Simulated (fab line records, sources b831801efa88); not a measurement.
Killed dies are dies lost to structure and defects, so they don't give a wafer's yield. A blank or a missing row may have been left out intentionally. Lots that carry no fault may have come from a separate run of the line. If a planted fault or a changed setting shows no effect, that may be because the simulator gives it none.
2 desks looking at one fault -- flow gf180mcu -- each desk has only its own numbers; what lay behind them comes last

== FROM THE METROLOGY DESK ==
What the gauges read for every lot (on any tool): the sampled wafers with a number, averaged. Any lot whose mean is over 4 standard deviations away from the usual mean is out of limits and marked OUT; that distance is given in the brackets.
Columns: A = V1_W_RS at GF_V1_RS_MEAS_24, usual 0.320 ohm/sq
lot,first seen here,A
L222,day 18 02:37,0.320
L224,day 18 23:03,0.314
L227,day 20 04:35,0.312
L228,day 20 08:08,0.314
L229,day 20 17:37,0.312
L230,day 21 14:14,0.315
L232,day 21 23:56,0.317
L234,day 22 21:32,0.333
L240,day 24 14:59,0.321
L242,day 25 10:22,0.325
L245,day 26 04:44,0.329
Result from this desk: across the 11 lots, nothing is out of limits.

== FOR THE TOOL OWNER'S DESK: cvd_w-02 ==
The tool's own readings at GF_V1_CVD_23 (deposits W, target thk 350 nm, time 105.05 s): means of the sampled wafers that have a number, for each lot that ran on this tool. Any lot whose mean is over 4 standard deviations away from the usual mean is out of limits and marked OUT; that distance is given in the brackets.
Columns: A = heater_power_outer_w at GF_V1_CVD_23, usual 528 W; B = heater_power_w at GF_V1_CVD_23, usual 881 W
lot,first seen here,A,B
L222,day 18 02:29,586,987
L224,day 18 22:56,518,859
L227,day 20 04:29,526,876
L228,day 20 08:01,521,872
L229,day 20 17:31,524,855
L230,day 21 14:08,522,870
L232,day 21 23:49,580,976
L240,day 24 14:52,522,875
Result from this desk: across the 8 lots, nothing is out of limits.

== BROUGHT TOGETHER ==
From the metrology desk's view, nothing was out of limits.
The tool owner's desk saw nothing out of limits.

== WHAT HAD BEEN PUT IN BY THE SIMULATOR ==
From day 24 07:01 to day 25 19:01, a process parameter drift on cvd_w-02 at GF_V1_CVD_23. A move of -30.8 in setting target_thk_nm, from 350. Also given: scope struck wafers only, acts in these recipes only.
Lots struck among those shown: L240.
